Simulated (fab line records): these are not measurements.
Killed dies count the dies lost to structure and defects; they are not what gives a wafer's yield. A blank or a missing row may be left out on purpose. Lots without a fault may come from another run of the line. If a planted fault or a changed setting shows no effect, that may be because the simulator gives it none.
Matching of chambers    flow gf180mcu    cmp-01 running GF_V4_CMP_26: 4 sister chambers
The step polishes, stops on SiO2, t overpolish 15 s, target thk 0 nm. 4 wafers are shown with their chamber, then 10 later ones without.

WAFERS, EACH WITH ITS CHAMBER
wafer   chamber  motor-current-A (A)
L081.1  1        10.6
L081.3  0        11.4
L083.2  3        9.8
L083.4  2        9.5

WAFERS WITHOUT THEIR CHAMBER
wafer   motor-current-A (A)
L083.6  11.1
L084.2  11.5
L084.3  9.9
L084.5  11.0
L085.3  9.2
L085.4  9.2
L085.6  11.7
L090.1  9.8
L090.3  9.3
L090.5  9.2

EACH ONE'S CHAMBER
wafer   from the rows above      in truth
L083.6  can't be placed: 0 or 1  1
L084.2  0                        0
L084.3  can't be placed: 3 or 2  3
L084.5  can't be placed: 0 or 1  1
L085.3  can't be placed: 2 or 3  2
L085.4  can't be placed: 2 or 3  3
L085.6  0                        0
L090.1  can't be placed: 3 or 2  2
L090.3  can't be placed: 2 or 3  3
L090.5  can't be placed: 2 or 3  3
Placed correctly: 2 of 10. Not placeable from these rows: 8 (in 8, the candidates include the true chamber). Number placed wrongly: 0.
How it was worked out, from the rows above alone: a wafer's distance from a chamber is the root of the sum, over the readings, of the square of ((its reading less the chamber's mean) divided by the reading's scatter). If the next closest chamber is less than 2 further off than the closest, the wafer can't be placed; otherwise it belongs to the closest. For every chamber, the mean is computed from those of its wafers that are shown. The scatter: root of mean squared gap, hidden wafer to nearest shown wafer, with one shown wafer a chamber.
